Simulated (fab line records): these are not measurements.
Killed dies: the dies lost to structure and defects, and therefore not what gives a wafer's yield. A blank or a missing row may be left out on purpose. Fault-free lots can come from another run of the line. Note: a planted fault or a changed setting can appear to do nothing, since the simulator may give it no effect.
Which tool did it? | flow gf180mcu | 36 wafers from 12 lots sampled at 2 of the route's 602 steps

== WHAT THE GAUGES READ, wafer by wafer ==
GF_M1_CD_MEAS_14: target cd 230 nm.
lot  | measured     | on        | cd-nm (nm)
L075 | day 18 05:40 | cd-sem-02 | 230.8 230.2 230.4
L077 | day 18 15:53 | cd-sem-02 | 229.1 229.3 229.0
L080 | day 19 08:36 | cd-sem-01 | 231.5 229.4 231.0
L082 | day 20 04:47 | cd-sem-02 | 230.1 229.4 230.8
L081 | day 20 13:38 | cd-sem-02 | 229.7 231.4 228.4
L085 | day 21 04:36 | cd-sem-02 | 229.3 229.6 230.0
L087 | day 22 00:01 | cd-sem-01 | 230.7 229.6 230.4
L089 | day 22 15:38 | cd-sem-01 | 232.1 230.9 231.2
L091 | day 23 07:04 | cd-sem-01 | 229.8 230.1 230.2
L093 | day 23 18:11 | cd-sem-02 | 230.3 231.4 231.2
L095 | day 24 08:37 | cd-sem-01 | 229.9 231.0 231.1
L097 | day 24 22:33 | cd-sem-02 | 231.9 231.0 231.3

== WHICH TOOL RAN EACH LOT (tool, then ch and the chambers of the sampled wafers, then the start) ==
lot  | GF_M1_SPUTTER_00
L075 | pvd-sputter-03, day 17 06:20
L077 | pvd-sputter-03, day 17 16:17
L080 | pvd-sputter-02, day 18 08:12
L082 | pvd-sputter-01, day 19 04:14
L081 | pvd-sputter-03, day 19 12:53
L085 | pvd-sputter-02, day 20 04:26
L087 | pvd-sputter-03, day 21 00:26
L089 | pvd-sputter-02, day 21 12:17
L091 | pvd-sputter-03, day 22 07:49
L093 | pvd-sputter-01, day 22 19:53
L095 | pvd-sputter-01, day 23 10:35
L097 | pvd-sputter-02, day 24 00:35
- GF_M1_SPUTTER_00: material Ti, target thk 37.5 nm, time 150 s.

== THE ANSWER, worked out from the rows above alone ==
Rule: usual is defined by the lots themselves. Put in order of their means at a reading, lots are off if they are a third of the lots or fewer, leave a main group of 4 or more, and stand apart from it by a gap of 3 or more times the standard deviation of the main group's means; of several such gaps the widest counts. If all means in a main group match to the digits the tables above print for the reading, that group is not used. A lot without any number at a reading at which 4 lots or more have one is off too. Any other lot the step has rows for is counted as sound.
Across all readings shown, no lot is off: no conclusion can be drawn from this.

== WHAT HAD BEEN PUT IN BY THE SIMULATOR ==
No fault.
